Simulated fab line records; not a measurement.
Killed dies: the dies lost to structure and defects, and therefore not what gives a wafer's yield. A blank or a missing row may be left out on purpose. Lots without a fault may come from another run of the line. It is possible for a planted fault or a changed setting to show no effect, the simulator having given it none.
2 desks looking at one fault	flow sky130	each desk has only its own numbers; what lay behind them comes last

## FROM THE METROLOGY DESK
Means of the sampled wafers that have a number, per lot and without regard to the tool the lot ran on: this is what the gauges read. If a lot's mean is further than 4 standard deviations from the usual mean, the lot is out of limits and carries the mark OUT (the distance appears in the brackets).
Columns: A = SD_P_TW at SKY_SD_P_TW_MEAS_11, usual 2822; B = SD_N_OVL at SKY_SD_N_OVL_MEAS_08, usual -0.1 nm; C = SD_P_RS at SKY_SD_N_RS_MEAS_17, usual 147.1 ohm/sq; D = LI_CONTACT_HDPCVD_THK at SKY_LI_CONTACT_THK_MEAS_01, usual 937 nm
lot	first seen here	A	B	C	D
L442	day 28 08:27	2825	-0.0	147.1	935
L443	day 28 09:30	2958 (+9.1) OUT	0.3	143.4 (-9.9) OUT	928
L444	day 28 21:21	2808	-0.5	147.8	929
L446	day 29 01:13	2808	-1.1	146.7	930
L445	day 29 02:25	2965 (+9.5) OUT	-0.7	143.5 (-9.8) OUT	957
L447	day 29 05:58	2933 (+7.4) OUT	0.1	143.6 (-9.4) OUT	941
L448	day 29 06:16	2820	-0.6	147.3	928
L455	day 32 02:36	2814	-0.7	146.9	936
L460	day 32 22:04	2845	-0.3	147.0	931
L459	day 33 02:04	2819	-0.1	146.8	918
This desk's result: L443, L445, L447 out of limits, first on L443 (SD_P_TW at SKY_SD_P_TW_MEAS_11), day 28 09:30. L442, L444, L446, L448, L455, L460, L459: within limits.

## THE TOOL OWNER'S DESK: implanter-04
The tool's own readings at SKY_SD_P_IMPLANT_09, given as means over the sampled wafers that have a number, one for each lot that went through this tool. If a lot's mean is further than 4 standard deviations from the usual mean, the lot is out of limits and carries the mark OUT (the distance appears in the brackets).
Columns: A = beam-on-s at SKY_SD_P_IMPLANT_09, usual 14.9 s; B = dose-ions-cm2 at SKY_SD_P_IMPLANT_09, usual 3e+15
lot	first seen here	A	B
L442	day 28 08:12	14.4	3e+15
L443	day 28 09:15	18.9 (+5.3) OUT	4e+15 (+99 or more) OUT
L445	day 29 02:11	18.8 (+5.2) OUT	4e+15 (+99 or more) OUT
L447	day 29 05:43	18.5 (+4.8) OUT	4e+15 (+99 or more) OUT
L455	day 32 02:21	14.2	3e+15
L459	day 33 01:51	14.2	3e+15
Finding of this desk: L443, L445, L447 out of limits; the first was L443 at day 28 09:15, on beam-on-s at SKY_SD_P_IMPLANT_09. L442, L455, L459: within limits.

## TAKEN TOGETHER
The tool owner's desk could have raised an alarm at day 28 09:15, on L443, L445, L447.
L443, L445, L447 would have let the metrology desk raise an alarm at day 28 09:30.
The lots listed all ran SKY_SD_P_IMPLANT_09 on implanter-04.

## WHAT HAD BEEN PUT IN BY THE SIMULATOR
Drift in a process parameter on implanter-04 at SKY_SD_P_IMPLANT_09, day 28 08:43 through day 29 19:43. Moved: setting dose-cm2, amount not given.
Shown lots that were struck: L443, L445, L447.
Hours from the fault's start to each desk's first reading out of limits: the tool owner's desk, 1; the metrology desk, 1.
